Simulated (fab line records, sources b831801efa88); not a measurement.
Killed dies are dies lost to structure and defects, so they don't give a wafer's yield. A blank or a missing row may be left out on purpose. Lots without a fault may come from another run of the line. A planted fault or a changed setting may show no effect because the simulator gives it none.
Chamber matching | flow gf180mcu | GF_V4_CMP_26 on cmp-02: 4 sister chambers
The step polishes, stops on SiO2, t overpolish 15 s, target thk 0 nm. 7 wafers are shown with their chamber, then 7 later ones without.

WAFERS WITH THEIR CHAMBER
wafer  | chamber | motor_current_A (A) | time_to_endpoint_s (s)
L760.4 | 2       | 10.0                | 92
L761.5 | 1       | 14.3                | 81
L764.1 | 0       | 12.6                | 84
L764.5 | 3       | 13.4                | 83
L766.1 | 3       | 12.6                | 88
L766.4 | 0       | 13.8                | 87
L766.5 | 1       | 14.3                | 81

WAFERS WITHOUT THEIR CHAMBER
wafer  | motor_current_A (A) | time_to_endpoint_s (s)
L767.1 | 10.6                | 90
L767.2 | 13.4                | 76
L767.3 | 13.8                | 85
L771.6 | 14.2                | 98
L781.1 | 13.2                | 85
L781.4 | 10.5                | 94
L781.5 | 13.5                | 86

WHICH CHAMBER EACH WENT THROUGH
wafer  | from the rows above          | in truth
L767.1 | 2                            | 2
L767.2 | can't be placed: 1 or 0 or 3 | 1
L767.3 | can't be placed: 0 or 3 or 1 | 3
L771.6 | can't be placed: 0 or 3 or 1 | 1
L781.1 | can't be placed: 0 or 3      | 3
L781.4 | 2                            | 2
L781.5 | can't be placed: 0 or 3 or 1 | 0
Placed correctly: 2 of 7. Can't be placed from these rows: 5 (the true chamber is among the candidates in 5). Placed wrongly: 0.
How it was worked out, from the rows above alone: a wafer's distance from a chamber is the root of the sum, over the readings, of the square of ((its reading less the chamber's mean) divided by the reading's scatter). The wafer belongs to the nearest chamber; if the next one is less than 2 further off, it can't be placed. A chamber's mean is the mean of its shown wafers. The scatter: the root of (the sum of the squares of (reading less its chamber's mean) over the shown wafers, divided by (wafers less chambers)).
